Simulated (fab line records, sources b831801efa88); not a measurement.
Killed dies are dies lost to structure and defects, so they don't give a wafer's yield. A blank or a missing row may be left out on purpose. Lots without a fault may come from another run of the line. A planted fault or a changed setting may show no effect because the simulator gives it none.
Split-lot experiment | flow sfq_line | 5 lots, 23 wafers read, on a route of 325 steps

THE SPLIT
At SFQ_TRILAYER_L0_LITHO_PEB_008 (peb time 60 s), the setting peb_time_s was moved away from the recipe's 60 s on 10 of the 23 wafers read, by -6.6% to +12.8%. The other wafers ran this setting at the recipe's value.

FROM THE SPLIT TO THE READING: what the file shows between them, 1 step
- SFQ_TRILAYER_L0_LITHO_DEVELOP_007: time 60 s

THE READING
L0.cd_nm (the simulator's own value, which no gauge read), in nm, at SFQ_TRILAYER_L0_BARC_OPEN_METAL_ETCH_010 (etches BARC in O2, target depth 125 nm, time 41.7 s). The file gives no usual value for it. The 13 wafers here that ran the recipe average 2000 nm, standard deviation 1.1 nm.

wafer  | tool, chamber at the split | peb_time_s as run, s | against the recipe | L0.cd_nm, nm | against lot-mates on the recipe
L076.1 | litho_track-01, 0          | 60                   | recipe             | 1999         | -
L076.2 | litho_track-01, 0          | 60                   | recipe             | 1999         | -
L076.3 | litho_track-01, 0          | 67.71                | +12.8%             | 1982         | -17
L076.5 | litho_track-01, 0          | 67.71                | +12.8%             | 1982         | -17
L076.6 | litho_track-01, 0          | 67.71                | +12.8%             | 1982         | -17
L077.1 | litho_track-01, 0          | 56.03                | -6.6%              | 2010         | +9
L077.3 | litho_track-01, 0          | 56.03                | -6.6%              | 2009         | +8
L077.4 | litho_track-01, 0          | 56.03                | -6.6%              | 2011         | +10
L077.5 | litho_track-01, 0          | 60                   | recipe             | 2001         | -
L077.6 | litho_track-01, 0          | 60                   | recipe             | 2001         | -
L079.1 | litho_track-04, 0          | 60                   | recipe             | 2000         | -
L079.4 | litho_track-04, 0          | 60                   | recipe             | 2000         | -
L079.3 | litho_track-04, 0          | 57.51                | -4.1%              | 2006         | +6
L079.5 | litho_track-04, 0          | 60                   | recipe             | 2001         | -
L079.6 | litho_track-04, 0          | 57.51                | -4.1%              | 2007         | +7
L081.1 | litho_track-04, 0          | 60                   | recipe             | 1999         | -
L081.3 | litho_track-04, 0          | 60                   | recipe             | 1999         | -
L081.4 | litho_track-04, 0          | 60                   | recipe             | 2001         | -
L083.1 | litho_track-01, 0          | 60                   | recipe             | 1999         | -
L083.2 | litho_track-01, 0          | 60                   | recipe             | 1998         | -
L083.6 | litho_track-01, 0          | 60                   | recipe             | 1998         | -
L083.3 | litho_track-01, 0          | 56.97                | -5.0%              | 2006         | +8
L083.4 | litho_track-01, 0          | 56.97                | -5.0%              | 2006         | +8

THE FIT
A straight line over all 23 wafers: L0.cd_nm changes by -1.41 nm for each +1% of peb_time_s; r = -0.99; the points scatter about the line by 1.1 nm.
The same after taking each lot's own level away (the mean of its wafers on the recipe; 23 wafers): -1.35 nm for each +1%; r = -1.00; scatter 0.63 nm.
On that fit, the largest move of peb_time_s shifts the reading by 17 nm.
The lots' own levels span 1998.3 to 2001.0 nm, that is 2.5 times the standard deviation above.
So the lot-to-lot level changes the slope little: the two slopes agree.
Check: with one of the wafers moved furthest among these (+12.8%) left out of the fit, the line predicts -17.3 nm for it against its lot-mates. It came out at -17 nm against them.

OTHER SPLITS ON THESE WAFERS
These wafers also went through other splits before the reading. Each is held against what the fit with the lots' levels taken away leaves over:
other split on the same wafers             | wafers away from the commonest value | r with L0.cd_nm (lot level and that fit taken away)
SFQ_TRILAYER_INCOMING_OXIDATION_002 temp_c | 10                                   | +0.06
SFQ_TRILAYER_L0_DEP_SPUTTER_003 power_w    | 7                                    | +0.09

THE FILE'S OWN FIT
L0.cd_nm changes by -1.37 nm for each +1% of peb_time_s, r = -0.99.
